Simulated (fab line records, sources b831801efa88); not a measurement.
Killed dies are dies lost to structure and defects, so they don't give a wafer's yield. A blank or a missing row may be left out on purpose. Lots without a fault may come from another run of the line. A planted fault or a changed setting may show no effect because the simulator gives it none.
Chamber matching | flow sfq_line | SFQ_TRILAYER_I0_CMP_CMP_028 on cmp-02: 4 sister chambers
The step polishes SiO2. 20 wafers are shown with their chamber, then 9 later ones without.

WAFERS WITH THEIR CHAMBER
wafer  | chamber | motor_current_A (A) | platen_rpm (rpm) | head_pressure_psi (psi)
L304.2 | 0       | 8.7                 | 59.98            | 2.995
L304.3 | 1       | 10.0                | 59.97            | 3.007
L304.6 | 1       | 9.6                 | 59.98            | 3.013
L305.3 | 3       | 9.6                 | 59.99            | 3.005
L305.5 | 0       | 9.1                 | 60.03            | 2.996
L305.6 | 1       | 9.7                 | 59.97            | 2.995
L306.1 | 2       | 8.6                 | 60.01            | 2.998
L306.2 | 0       | 8.6                 | 59.96            | 2.996
L306.5 | 2       | 8.8                 | 60.00            | 3.007
L312.2 | 0       | 8.3                 | 60.00            | 2.993
L312.5 | 3       | 9.8                 | 60.01            | 2.999
L320.1 | 2       | 8.1                 | 60.07            | 3.000
L320.5 | 2       | 8.4                 | 60.02            | 2.988
L320.6 | 3       | 9.9                 | 60.03            | 3.003
L321.1 | 1       | 9.5                 | 59.99            | 2.995
L321.4 | 3       | 9.9                 | 60.01            | 3.010
L321.6 | 1       | 10.1                | 59.96            | 2.992
L322.1 | 0       | 8.5                 | 59.92            | 2.991
L322.3 | 1       | 9.7                 | 59.97            | 3.012
L322.5 | 3       | 9.6                 | 59.98            | 3.012

SIGNATURES (means of the wafers above)
reading           | chamber 0 | chamber 1 | chamber 2 | chamber 3 | scatter within a chamber
motor_current_A   | 8.640     | 9.767     | 8.475     | 9.760     | 0.248
platen_rpm        | 59.9780   | 59.9733   | 60.0250   | 60.0040   | 0.0272
head_pressure_psi | 2.99420   | 3.00233   | 2.99825   | 3.00580   | 0.00688
Rule: a wafer's distance from a chamber is the root of the sum, over the readings, of the square of ((its reading less the chamber's mean) divided by the reading's scatter). The wafer belongs to the nearest chamber; if the next one is less than 2 further off, it can't be placed. The scatter: the root of (the sum of the squares of (reading less its chamber's mean) over the shown wafers, divided by (wafers less chambers)).

WAFERS WITHOUT THEIR CHAMBER
wafer  | motor_current_A (A) | platen_rpm (rpm) | head_pressure_psi (psi)
L323.3 | 9.1                 | 59.94            | 3.010
L323.4 | 8.3                 | 60.03            | 3.010
L323.5 | 10.1                | 59.98            | 2.991
L324.2 | 8.5                 | 59.96            | 3.003
L324.4 | 9.1                 | 60.01            | 3.006
L324.6 | 8.6                 | 60.03            | 2.996
L325.3 | 8.9                 | 60.01            | 3.000
L325.1 | 8.7                 | 59.97            | 3.004
L325.5 | 8.7                 | 60.03            | 3.006

WHICH CHAMBER EACH WENT THROUGH
wafer  | from the rows above               | in truth
L323.3 | can't be placed: 1 or 0 or 3 or 2 | 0
L323.4 | can't be placed: 2 or 0           | 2
L323.5 | can't be placed: 1 or 3           | 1
L324.2 | can't be placed: 0 or 2           | 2
L324.4 | can't be placed: 3 or 0 or 2 or 1 | 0
L324.6 | can't be placed: 2 or 0           | 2
L325.3 | can't be placed: 0 or 2 or 3 or 1 | 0
L325.1 | can't be placed: 0 or 2           | 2
L325.5 | can't be placed: 2 or 0           | 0
Placed correctly: 0 of 9. Can't be placed from these rows: 9 (the true chamber is among the candidates in 9). Placed wrongly: 0.
